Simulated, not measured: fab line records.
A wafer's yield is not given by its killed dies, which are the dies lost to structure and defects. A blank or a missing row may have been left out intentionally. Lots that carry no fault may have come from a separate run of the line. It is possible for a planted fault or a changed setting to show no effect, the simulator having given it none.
Matching of chambers | flow gf180mcu | 4 sister chambers for GF_V3_CMP_04 on cmp-01
The step polishes SiO2. 4 wafers are shown with their chamber, then 7 later ones without.

== EACH WAFER AND ITS CHAMBER ==
wafer  | chamber | motor current A (A)
L223.2 | 3       | 13.2
L226.4 | 2       | 14.5
L235.2 | 1       | 15.0
L235.5 | 0       | 13.3

== WAFERS WHOSE CHAMBER IS MISSING ==
wafer  | motor current A (A)
L235.6 | 14.9
L238.2 | 15.2
L238.4 | 14.0
L238.5 | 14.4
L240.1 | 13.9
L240.4 | 12.7
L240.6 | 13.9

== CHAMBER TAKEN BY EACH ==
wafer  | from the rows above               | in truth
L235.6 | can't be placed: 1 or 2           | 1
L238.2 | can't be placed: 1 or 2           | 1
L238.4 | can't be placed: 2 or 0 or 3 or 1 | 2
L238.5 | can't be placed: 2 or 1           | 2
L240.1 | can't be placed: 0 or 2 or 3 or 1 | 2
L240.4 | can't be placed: 3 or 0           | 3
L240.6 | can't be placed: 0 or 2 or 3 or 1 | 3
0 of 7 placed correctly. Not placeable from these rows: 7 (in 7, the candidates include the true chamber). Number placed wrongly: 0.
How it was worked out, from the rows above alone: a wafer's distance from a chamber is the root of the sum, over the readings, of the square of ((its reading less the chamber's mean) divided by the reading's scatter). If the next closest chamber is less than 2 further off than the closest, the wafer can't be placed; otherwise it belongs to the closest. The mean given for a chamber averages the wafers shown for that chamber. The scatter: root of mean squared gap, hidden wafer to nearest shown wafer, with one shown wafer a chamber.
